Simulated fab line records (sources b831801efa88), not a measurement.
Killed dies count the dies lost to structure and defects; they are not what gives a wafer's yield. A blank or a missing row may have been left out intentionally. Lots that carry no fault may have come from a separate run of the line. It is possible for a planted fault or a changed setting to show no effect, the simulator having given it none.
Struck lot and sound lot, side by side -- flow sky130 -- 44 steps out of a route of 708
Sound: these wafers, L146.2, L146.4, L146.6. Struck: wafer L154.2. (L154.3, L154.6 of the same lot were not struck and are left out.) The cause comes at the end.
Per side, at each step with rows, come the tool, then ch with its chambers, and then its first start. Under that, the readings that differ: sound wafers -- struck wafers -- difference of the means -- sigmas: that difference in standard deviations of wafers without a fault.
alike: readings with means less than 2 such deviations apart, plus words and numbers identical on both sides. not compared: withheld readings, readings lacking a value on some wafer, bounds such as >300 that could conceal the same value, and numbers that have no deviation in the record and whose values overlap.
Wherever a step has rows on one side only, a row that says differs or no value, or a row with sigmas, the two part there. Non-overlapping numbers with no deviation appear without sigmas and do not part them. A reading missing from all wafers of one side parts the sides only when that side holds two or more wafers.

SKY_VIA3_ETCH_15: etches SiO2 in C4F8/O2/Ar, stops on TiN, target depth 507 nm, time 78 s.
  sound on rie-diel-04 ch 2,3, day 41 09:02; struck on rie-diel-04 ch 2, day 42 08:05
reading,sound,struck,difference,sigmas
chamber-pressure-mTorr (mTorr),40.04 40.04 39.97,40.09,+0.07,+2
  alike: oes-product-au
  not compared: rf-hours-counter-h
then, 4 steps without rows for these wafers: SKY_VIA3_STRIP_16 (strips in O2/N2); SKY_VIA3_STRIP_17 (strips in post etch residue remover, time 1200 s); SKY_VIA3_CLEAN_18 (cleans in IPA, time 180 s); SKY_VIA3_CLEAN_19 (cleans in O3/DIW).
SKY_VIA3_SPUTTER_20: material TiN, target thk 20 nm, time 80 s.
  struck on pvd-sputter-04, day 42 08:49; sound on pvd-sputter-01, day 41 09:42
  alike: throttle-valve-pct
then, 1 step without rows for these wafers: SKY_VIA3_CVD_21 (deposits W, target thk 390 nm, time 117.31 s).
SKY_VIA3_RS_MEAS_22: measurement is done with a four-point probe.
  struck on film-metro-04, day 42 09:02; sound on film-metro-03, day 41 09:54
  alike: VIA3_W_RS
SKY_VIA3_THK_MEAS_23: measures by xrf.
  struck on film-metro-04, day 42 09:08; sound on film-metro-03, day 41 10:01
  alike: VIA3_W_THK
then, 3 steps without rows for these wafers: SKY_VIA3_CMP_24 (polishes, stops on SiO2, t overpolish 20 s, target thk 0 nm); SKY_METAL4_SPUTTER_00 (material Ti, target thk 15 nm, time 10 s); SKY_METAL4_SPUTTER_01 (material TiN, target thk 20 nm, time 16.7 s).
SKY_METAL4_SPUTTER_02: material AlCu, target thk 735 nm, time 39.1 s.
  struck on pvd-sputter-04, day 42 09:32; sound on pvd-sputter-03, day 41 10:25
reading,sound,struck,difference,sigmas
throttle-valve-pct (%),28.2 30.1 28.2,32.7,+3.9,+3
model.AlCu_of_METAL4_SPUTTER_02.thk-nm (nm),742.1 742.5 740.5,843.8,+102.1,
SKY_METAL4_SPUTTER_03: material Ti, target thk 5 nm, time 3.3 s.
  struck on pvd-sputter-04, day 42 09:34; sound on pvd-sputter-03, day 41 10:27
reading,sound,struck,difference,sigmas
throttle-valve-pct (%),28.0 29.9 28.0,32.7,+4.1,+3
SKY_METAL4_SPUTTER_04: material TiN, target thk 70 nm, time 58.3 s.
  struck on pvd-sputter-04, day 42 09:35; sound on pvd-sputter-03, day 41 10:28
reading,sound,struck,difference,sigmas
throttle-valve-pct (%),28.1 30.2 28.2,32.7,+3.9,+3
then, 1 step without rows for these wafers: SKY_CAP2M_CVD_00 (deposits SiO2, target thk 15.5 nm).
SKY_CAP2M_THK_MEAS_01:
  struck on film-metro-04, day 42 09:40; sound on film-metro-03, day 41 10:33
  alike: CAP2M_CVD_00_THK
then, 1 step without rows for these wafers: SKY_CAP2M_SPUTTER_02 (material TiN, target thk 200 nm, time 166.7 s).
SKY_CAP2M_RS_MEAS_03: measurement is done with a four-point probe.
  struck on film-metro-01, day 42 09:51; sound on film-metro-04, day 41 10:50
  alike: CAP2M_TIN_RS
SKY_CAP2M_THK_MEAS_04: measures by xrf.
  struck on film-metro-01, day 42 09:58; sound on film-metro-04, day 41 10:56
  alike: CAP2M_TIN_THK
then, 7 steps without rows for these wafers: SKY_CAP2M_DEHYDRATE_05 (time 60 s); SKY_CAP2M_HMDS_06 (prime time 60 s); SKY_CAP2M_COAT_07 (resist thk 1140 nm); SKY_CAP2M_SOFTBAKE_08 (time 60 s); SKY_CAP2M_EXPOSE_09 (exposes mask CAP2M, target cd 1000 nm); SKY_CAP2M_PEB_10; SKY_CAP2M_DEVELOP_11 (develop time 60 s).
SKY_CAP2M_OVL_MEAS_12:
  struck on overlay-01, day 43 09:54; sound on overlay-01, day 42 12:21
  alike: CAP2M_OVL
SKY_CAP2M_METAL_ETCH_13: etches TiN in Cl2/BCl3, stops on SiO2, target depth 220 nm, time 62.9 s.
  sound on rie-metal-02 ch 1, day 42 12:23; struck on rie-metal-02 ch 0, day 43 09:58
  alike: chamber-pressure-mTorr, drypump-motor-current-A, oes-product-au, throttle-valve-pct
  not compared: rf-hours-counter-h
then, 12 steps without rows for these wafers: SKY_CAP2M_STRIP_14 (strips in O2/N2); SKY_CAP2M_STRIP_15 (strips in post etch residue remover, time 1200 s); SKY_CAP2M_CLEAN_16 (cleans in IPA, time 180 s); SKY_CAP2M_CLEAN_17 (cleans in O3/DIW); SKY_METAL4_DEHYDRATE_05 (time 60 s); SKY_METAL4_HMDS_06 (prime time 60 s); SKY_METAL4_COAT_07 (resist thk 60 nm); SKY_METAL4_COAT_08 (resist thk 1140 nm); SKY_METAL4_SOFTBAKE_09 (time 90 s); SKY_METAL4_EXPOSE_10 (exposes mask MM4, target cd 300 nm); SKY_METAL4_PEB_11; SKY_METAL4_DEVELOP_12 (develop time 60 s).
SKY_METAL4_CD_MEAS_13: the cd target is 300 nm.
  struck on cd-sem-02, day 44 11:11; sound on cd-sem-02, day 43 13:47
  alike: cd-nm
SKY_METAL4_METAL_ETCH_18: etches the open film in Cl2/BCl3, stops on SiO2, target depth 845 nm, time 183.1 s.
  sound on rie-metal-04 ch 0,1, day 43 14:12; struck on rie-metal-03 ch 0, day 44 11:29
reading,sound,struck,difference,sigmas
oes-product-au (a.u.),0.871 0.868 0.871,0.922,+0.052,+7
  alike: chamber-pressure-mTorr, drypump-motor-current-A, throttle-valve-pct
  not compared: rf-hours-counter-h
-- the record jumps here: 4 days lie between the struck wafers' starts before and after (it left off in module METAL4 and takes up again in module PAD_OPEN, whose first step shown is number 708 of the route) --
SKY_PAD_OPEN_PROBE_99:
  only the struck wafers here have rows in the record (prober-02, day 48 11:39); the sound ones have none

WHERE THEY PART
Last at SKY_PAD_OPEN_PROBE_99 as far as this record goes, first at SKY_VIA3_ETCH_15.

WHY: whatever the simulator had introduced
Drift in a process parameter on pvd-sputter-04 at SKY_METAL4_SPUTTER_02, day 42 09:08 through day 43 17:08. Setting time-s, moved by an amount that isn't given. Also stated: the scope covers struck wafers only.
